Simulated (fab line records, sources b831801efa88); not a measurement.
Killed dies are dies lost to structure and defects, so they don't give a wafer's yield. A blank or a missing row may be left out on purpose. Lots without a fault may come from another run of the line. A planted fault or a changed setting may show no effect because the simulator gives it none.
fab line records | flow sky130
record lots=5 wafers=15 last_day=49
route steps=708 shown SONOS_TUNNEL@160 SONOS_ONO@168 GATE_OXIDE@187 PAD_OPEN@708
lots that met no fault: from a run of the same line without faults
start_h: hours from the record's first day to the start of the lot's first wafer shown | wait_h: hours since the lot's step before | " the same as in the row above | L1.1+2: a row that stands for several wafers | - no value, or no start given | * or withheld: withheld | < > ~ a bound
route shown NAME@n: a module of which the file shows steps, and the number in the route of the first | usual: mean/standard deviation of fault-free wafers | same: alike in all rows | chamber/n: place in a boat | sites: the reading at each site | _std_site: their standard deviation | _edge_site: outer sites' mean less inner sites' | radius_mm: how far each site lies from the wafer's centre | mask NAME#n: copy n | behind: the tool/chamber that last shaped the wafer | hold: why the lot was held/for how many hours/how that ended | device: the transistor (n, p or np) that didn't switch | end of line: the same wafers' tests at the end of the route | a step without rows: its recipe alone | killed: dies lost to structure and defects at the first sort, not the wafer's yield | map: a wafer's dies, x killed, . not, _ none there
set.NAME: the setting as run; set.NAME@STEP: as run at that earlier step | model.NAME: the simulator's own value behind a step, which no gauge read
lots at some steps of the route; a table a step, a row a wafer
services: from which hour (start_h, from the record's first day; less than 0 if before it) a tool's chamber was out of use, for how many hours, and why
## steps
# step SKY_SONOS_TUNNEL_DEVELOP_06
# recipe resist=NOVOLAK developer=TMAH develop_time_s=60 dev_temp_c=23
# step SKY_SONOS_TUNNEL_IMPLANT_09
# recipe species=B energy_kev=20 dose_cm2=1e+12 tilt_deg=withheld
# step SKY_SONOS_TUNNEL_WET_ETCH_10
# recipe chemistry=dHF target_depth_nm=14 target=SiO2 dilution=100:1 temp_c=25 time_s=280
# step SKY_SONOS_TUNNEL_STRIP_11
# recipe chemistry=SPM time_s=600 temp_c=130
# step SKY_SONOS_TUNNEL_CLEAN_13
# recipe chemistry=dHF time_s=20 dilution=100:1 dry=ipa_marangoni
# step SKY_SONOS_ONO_OXIDATION_00
# recipe temp_c=800 ambient=O2 idle_temp_c=700 ramp_up_c_per_min=10 ramp_down_c_per_min=3 stabilise_s=600 purge_s=300 target_thk_a=26 ox_time_s=1249
# step SKY_SONOS_ONO_CVD_02
# recipe material=Si3N4 precursor=DCS/NH3 target_thk_nm=10.5 temp_c=770 time_s=180 pressure_mtorr=250
# step SKY_SONOS_ONO_CVD_04
# recipe material=SiO2 precursor=SiH4/N2O target_thk_nm=5.7199 temp_c=900 pressure_mtorr=400
# usual spike_tc_upper_C=899.0/1.9
# columns lot.wafer tool chamber start_h wait_h spike_tc_upper_C model.SiO2_of_SONOS_ONO_CVD_04.thk_nm
L956.1 lpcvd-03 1 266.93 0.1 896.5 6.644
L956.3 " 1 " " 897.5 6.675
L956.5 " 1 " " 897.8 6.617
L957.4 lpcvd-03 1 274.59 0.0 900.2 6.548
L957.5 " 1 " " 896.8 6.547
L957.6 " 1 " " 896.6 6.586
L958.1 lpcvd-03 1 282.72 0.1 897.6 6.646
L958.3 " 1 " " 895.7 6.794
L958.5 " 1 " " 895.8 6.777
L970.3 lpcvd-03 0 382.66 0.0 901.1 5.774
L970.4 " 0 " " 902.0 5.78
L970.5 " 0 " " 901.1 5.832
L976.2 lpcvd-03 1 425.66 0.0 897.3 5.772
L976.4 " 1 " " 899.5 5.81
L976.6 " 1 " " 898.0 5.951
# step SKY_SONOS_ONO_THK_MEAS_05
# recipe reads=SiO2_of_SONOS_ONO_CVD_04
# usual SONOS_ONO_CVD_04_THK=5.75/0.11
# columns lot.wafer tool chamber start_h wait_h SONOS_ONO_CVD_04_THK[nm]
L956.1 film_metro-04 - 268.18 0.0 6.63
L956.3 " - " " 6.73
L956.5 " - " " 6.58
L957.4 film_metro-03 - 275.87 0.0 6.56
L957.5 " - " " 6.52
L957.6 " - " " 6.59
L958.1 film_metro-04 - 283.97 0.0 6.69
L958.3 " - " " 6.83
L958.5 " - " " 6.76
L970.3 film_metro-04 - 383.93 0.0 5.78
L970.4 " - " " 5.74
L970.5 " - " " 5.86
L976.2 film_metro-04 - 426.92 0.0 5.79
L976.4 " - " " 5.84
L976.6 " - " " 5.91
# step SKY_SONOS_ONO_DEHYDRATE_06
# recipe temp_c=200 time_s=60
# step SKY_SONOS_ONO_HMDS_07
# recipe prime_time_s=60 prime_temp_c=120
# step SKY_SONOS_ONO_COAT_08
# recipe resist=NOVOLAK spin_rpm=3000 resist_thk_nm=1140
# step SKY_SONOS_ONO_SOFTBAKE_09
# recipe temp_c=90 time_s=60 resist=NOVOLAK
# step SKY_SONOS_ONO_EXPOSE_10
# recipe mask_id=ONOM target_cd_nm=410 na=0.6 source_shape=conventional sigma_outer=0.6 dose_mj=150
# step SKY_SONOS_ONO_PEB_11
# recipe temp_c=withheld time_s=* resist=NOVOLAK
# step SKY_SONOS_ONO_DEVELOP_12
# recipe develop_time_s=60 dev_temp_c=23
# step SKY_SONOS_ONO_ETCH_15
# recipe target_depth_nm=19.52 chemistry=CHF3/O2 source_w=600 bias_w=200 pressure_mtorr=40 chf3_flow_sccm=50 O2_flow_sccm=5 time_s=7.8
# step SKY_SONOS_ONO_WET_ETCH_16
# recipe chemistry=dHF target_depth_nm=14 dry=n2_spin target=SiO2 dilution=100:1 temp_c=25 time_s=280
# step SKY_SONOS_ONO_STRIP_17
# recipe chemistry=O2/N2 power_w=1400 pressure_mtorr=1500 platen_temp_c=withheld o2_flow_sccm=3000 n2_flow_sccm=300 overash_fraction=0.5
# step SKY_SONOS_ONO_WET_ETCH_18
# recipe chemistry=H3PO4 target_depth_nm=15 target=Si3N4 temp_c=160 time_s=172
# step SKY_GATE_OXIDE_CLEAN_00
# recipe chemistry=SC1/SC2 mix=1:4:20 temp_c=70 time_s=150 dry=n2_spin
# step SKY_GATE_OXIDE_OXIDATION_01
# recipe temp_c=900 ambient=O2 stabilise_s=600 purge_s=300 target_thk_a=102.68 ox_time_s=1473
# step SKY_GATE_OXIDE_DEHYDRATE_03
# recipe temp_c=200 time_s=60
# step SKY_GATE_OXIDE_HMDS_04
# recipe prime_time_s=60 prime_temp_c=120
# step SKY_GATE_OXIDE_COAT_05
# recipe resist=NOVOLAK spin_rpm=3000 resist_thk_nm=1140
# step SKY_GATE_OXIDE_SOFTBAKE_06
# recipe temp_c=90 time_s=60 resist=NOVOLAK
# step SKY_GATE_OXIDE_EXPOSE_07
# recipe mask_id=LVOM na=0.6 source_shape=conventional sigma_outer=0.6 polarization=unpolarized target_cd_nm=600 dose_mj=170
# step SKY_GATE_OXIDE_PEB_08
# recipe temp_c=withheld time_s=* resist=NOVOLAK
# step SKY_GATE_OXIDE_DEVELOP_09
# recipe resist=NOVOLAK developer=TMAH develop_time_s=60 dev_temp_c=23
# step SKY_GATE_OXIDE_IMPLANT_11
# recipe species=B energy_kev=10 dose_cm2=2.6e+12 tilt_deg=withheld
# step SKY_GATE_OXIDE_WET_ETCH_12
# recipe chemistry=dHF target_depth_nm=16.8 dry=n2_spin target=SiO2 dilution=100:1 temp_c=25 time_s=336
# step SKY_GATE_OXIDE_STRIP_13
# recipe chemistry=O2/N2 power_w=1400 pressure_mtorr=1500 platen_temp_c=withheld o2_flow_sccm=3000 n2_flow_sccm=300 overash_fraction=0.5
# step SKY_GATE_OXIDE_CLEAN_15
# recipe chemistry=SC1/SC2 mix=1:4:20 temp_c=70 time_s=150 dry=n2_spin
# usual temp_c=70.03/0.14
# columns lot.wafer tool chamber start_h wait_h temp_c model.SiO2_of_SONOS_ONO_CVD_04.thk_nm
L956.1 wet_bench-04 2 320.66 0.1 70.09 5.125
L956.3 " 2 " " 70.16 5.153
L956.5 " 2 " " 69.93 5.097
L957.4 wet_bench-03 3 331.04 0.0 70.13 5.036
L957.5 " 3 " " 70.07 5.038
L957.6 " 3 " " 70.36 5.077
L958.1 wet_bench-03 1 339.16 0.1 70.24 5.147
L958.3 " 1 " " 69.98 5.297
L958.5 " 1 " " 70.05 5.282
L970.3 wet_bench-01 3 445.74 0.0 70.29 4.25
L970.4 " 3 " " 70.14 4.254
L970.5 " 3 " " 69.97 4.303
L976.2 wet_bench-01 0 491.07 0.0 69.78 4.257
L976.4 " 0 " " 70.00 4.29
L976.6 " 0 " " 69.99 4.433
# step SKY_PAD_OPEN_PROBE_99
# usual killed_at_M0_to_M3=44/7.2 killed_at_M4_up=3.0/1.9 killed_at_contacts=25/4.8 killed_at_front_end=16/4.2 killed_at_other=0.2/0.44 killed_dies=88/9.3 killed_open=48/7.1 killed_short=40/6.5
# same gross_dies=492 killed_at_back_side=0
# columns lot.wafer tool chamber start_h wait_h killed_at_M0_to_M3 killed_at_M4_up killed_at_contacts killed_at_front_end killed_at_other killed_dies killed_open killed_short model.etest.sonos_erased.drive_ua_um model.etest.sonos_uncharged.r_on_ohm_um model.etest.cap_ono.gate_log10_a_cm2 model.etest.sonos_programmed.off_log10_a_um model.etest.cap_ono.gate_bv_v model.etest.cap_ono.tox_acc_nm model.etest.sonos_programmed.vt_v model.etest.sonos_erased.vt_v
L956.1 prober-02 - 1083.50 0.1 50 2 24 13 0 89 46 43 140.5 833.2 -9.107 -13.39 17.95 13.86 0.9407 -1.78
L956.3 prober-02 - 1083.60 0.2 48 3 21 16 0 88 52 36 111.8 846.7 -9.244 -13.06 17.32 13.84 0.8975 -1.689
L956.5 prober-02 - 1083.70 0.2 48 5 20 12 0 85 43 42 130.7 830.4 -9.094 -13.44 17.5 13.79 0.9971 -1.827
L957.4 prober-01 - 1086.81 0.2 35 1 21 10 1 68 40 28 133.9 848.1 -9.108 -13.16 17.7 13.78 0.953 -1.821
L957.5 prober-01 - 1086.86 0.2 21 3 29 19 0 72 38 34 151.4 822.6 -9.101 -12.62 17.53 13.79 0.9236 -1.845
L957.6 prober-01 - 1086.91 0.2 49 3 34 19 0 105 55 50 131.8 838.8 -9.189 -13.12 17.57 13.78 0.9318 -1.784
L958.1 prober-01 - 1099.91 0.1 52 2 22 21 0 97 53 44 120.1 832.7 -9.122 -12.85 17.34 13.76 0.9291 -1.812
L958.3 prober-01 - 1100.01 0.2 52 2 23 14 0 91 47 44 115.4 862.1 -9.381 -12.23 17.17 13.96 0.8017 -1.718
L958.5 prober-01 - 1100.11 0.2 53 3 31 14 1 102 63 39 133.7 830.6 -9.162 -12.08 17.83 13.9 0.8308 -1.774
L970.3 prober-02 - 1166.25 0.2 50 4 21 15 0 90 49 41 179.4 800.4 -7.955 -14 16.35 12.91 1.426 -2.268
L970.4 prober-02 - 1166.30 0.2 35 3 29 21 1 89 50 39 167.1 839.8 -8.111 -14 16.49 13.05 1.411 -2.207
L970.5 prober-02 - 1166.35 0.2 40 1 27 12 0 80 42 38 173.9 813.3 -8.22 -13.83 16.37 13.05 1.404 -2.183
L976.2 prober-01 - 1187.38 0.1 37 5 24 11 0 77 42 35 207.5 818.1 -8.155 -14.01 17.04 13.08 1.377 -2.207
L976.4 prober-01 - 1187.48 0.2 46 9 16 13 0 84 44 40 188.2 799.6 -8.2 -13.94 16.19 13.06 1.337 -2.209
L976.6 prober-01 - 1187.58 0.2 43 1 23 20 0 87 47 40 162.4 823.1 -8.352 -14.07 16.97 13.24 1.284 -2.113
# killed by level:class
L956.1 VIA1:geometric_particle:open=13 LI_CONTACT:geometric_particle:open=9 METAL2:geometric_particle:short=8 CONTACT:geometric_particle:open=5 VIA1:geometric_particle:short=5 METAL1:geometric_particle:short=5 VIA3:geometric_particle:open=5 LOCAL_INTERCONNECT:geometric_particle:short=4
L956.3 VIA1:geometric_particle:open=10 VIA3:geometric_particle:open=7 VIA1:geometric_particle:short=7 VIA2:geometric_particle:open=7 FIELD_ISO:geometric_particle:open=6 CONTACT:geometric_particle:open=6 LI_CONTACT:geometric_particle:open=4 CONTACT:geometric_particle:short=4
L956.5 VIA1:geometric_particle:open=12 CONTACT:geometric_particle:open=8 METAL1:geometric_particle:short=7 VIA3:geometric_particle:open=7 VIA1:geometric_particle:short=6 METAL2:geometric_particle:short=6 FIELD_ISO:geometric_particle:short=5 LI_CONTACT:geometric_particle:open=5
L957.4 CONTACT:geometric_particle:open=9 VIA1:geometric_particle:open=7 METAL2:geometric_particle:short=7 CONTACT:geometric_particle:short=6 VIA2:geometric_particle:open=6 VIA3:geometric_particle:open=4 POLY_GATE:geometric_particle:open=3 METAL1:geometric_particle:short=3
L957.5 CONTACT:geometric_particle:open=10 LI_CONTACT:geometric_particle:open=8 LOCAL_INTERCONNECT:geometric_particle:short=6 FIELD_ISO:geometric_particle:short=5 POLY_GATE:geometric_particle:short=5 POLY_CUT:geometric_particle:open=4 METAL2:geometric_particle:short=4 FIELD_ISO:geometric_particle:open=3
L957.6 CONTACT:geometric_particle:open=11 VIA1:geometric_particle:open=10 CONTACT:geometric_particle:short=9 METAL2:geometric_particle:short=8 LI_CONTACT:geometric_particle:open=6 VIA3:geometric_particle:open=6 VIA2:geometric_particle:short=5 VIA2:geometric_particle:open=5
L958.1 VIA1:geometric_particle:open=14 VIA2:geometric_particle:short=7 LI_CONTACT:geometric_particle:open=7 CONTACT:geometric_particle:short=7 VIA2:geometric_particle:open=7 METAL2:geometric_particle:short=6 FIELD_ISO:geometric_particle:short=5 FIELD_ISO:geometric_particle:open=5
L958.3 VIA1:geometric_particle:open=11 METAL2:geometric_particle:short=11 CONTACT:geometric_particle:open=8 VIA3:geometric_particle:open=7 LI_CONTACT:geometric_particle:open=6 POLY_GATE:geometric_particle:short=5 VIA2:geometric_particle:open=5 POLY_GATE:geometric_particle:open=4
L958.5 CONTACT:geometric_particle:open=12 VIA1:geometric_particle:open=12 LI_CONTACT:geometric_particle:open=10 VIA2:geometric_particle:open=10 VIA3:geometric_particle:open=8 VIA1:geometric_particle:short=5 CONTACT:geometric_particle:short=5 METAL1:geometric_particle:short=5
L970.3 VIA1:geometric_particle:open=10 METAL1:geometric_particle:short=8 CONTACT:geometric_particle:open=8 FIELD_ISO:geometric_particle:open=6 VIA2:geometric_particle:open=6 LOCAL_INTERCONNECT:geometric_particle:short=6 VIA1:geometric_particle:short=5 VIA2:geometric_particle:short=5
L970.4 LI_CONTACT:geometric_particle:open=10 CONTACT:geometric_particle:open=8 FIELD_ISO:geometric_particle:open=7 VIA1:geometric_particle:open=7 FIELD_ISO:geometric_particle:short=6 VIA2:geometric_particle:open=6 CONTACT:geometric_particle:short=5 METAL1:geometric_particle:short=4
L970.5 VIA1:geometric_particle:open=12 CONTACT:geometric_particle:open=10 CONTACT:geometric_particle:short=7 METAL2:geometric_particle:short=5 METAL1:geometric_particle:short=5 VIA1:geometric_particle:short=5 VIA3:geometric_particle:open=5 FIELD_ISO:geometric_particle:short=4
L976.2 CONTACT:geometric_particle:open=11 VIA1:geometric_particle:open=8 VIA2:geometric_particle:open=6 METAL2:geometric_particle:short=6 METAL3:geometric_particle:short=6 LI_CONTACT:geometric_particle:open=4 LOCAL_INTERCONNECT:geometric_particle:short=4 METAL1:geometric_particle:short=4
L976.4 VIA1:geometric_particle:open=12 VIA1:geometric_particle:short=9 VIA2:geometric_particle:open=7 METAL4:geometric_particle:short=7 FIELD_ISO:geometric_particle:open=5 CONTACT:geometric_particle:short=5 METAL1:geometric_particle:short=4 CONTACT:geometric_particle:open=4
L976.6 METAL2:geometric_particle:short=10 FIELD_ISO:geometric_particle:open=9 LI_CONTACT:geometric_particle:open=8 CONTACT:geometric_particle:open=8 VIA3:geometric_particle:open=7 FIELD_ISO:geometric_particle:short=6 METAL1:geometric_particle:short=6 VIA2:geometric_particle:open=4
## services
# columns tool chamber start_h hours kind
wet_bench-03 - 293.98 0.6 repair
lpcvd-03 - 481.63 1.8 repair
## key
first_sign step=SKY_SONOS_ONO_THK_MEAS_05 reading=SONOS_ONO_CVD_04_THK direction=up sigmas=8.6 usual=5.75 struck=6.66
effect none on later readings
model_effect step=SKY_SONOS_ONO_CVD_04 value=SiO2_of_SONOS_ONO_CVD_04.thk_nm without=5.682 struck=6.648
model_effect step=SKY_GATE_OXIDE_CLEAN_15 value=SiO2_of_SONOS_ONO_CVD_04.thk_nm without=4.173 struck=5.139
model_effect step=SKY_PAD_OPEN_PROBE_99 value=etest.sonos_erased.drive_ua_um without=184.6 struck=129.9
met_at SKY_SONOS_ONO_CVD_04
struck_wafers L956.1,L956.3,L956.5,L957.4,L957.5,L957.6,L958.1,L958.3,L958.5
tester_left_out L956,L957,L958
fault kind=process_parameter_drift tool=lpcvd-03 chamber=- onset_h=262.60 steps=SKY_SONOS_ONO_CVD_04 channel=target_thk_nm offset=0.9666 shape=step end_h=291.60 stated=5.7199
# tester_left_out: of these lots the tester's yield and bins aren't shown, on N5 and GAA mostly nor the transistor test; their killed dies are dies lost to structure and defects alone, not to doping, threshold or leakage, so they don't give the yield
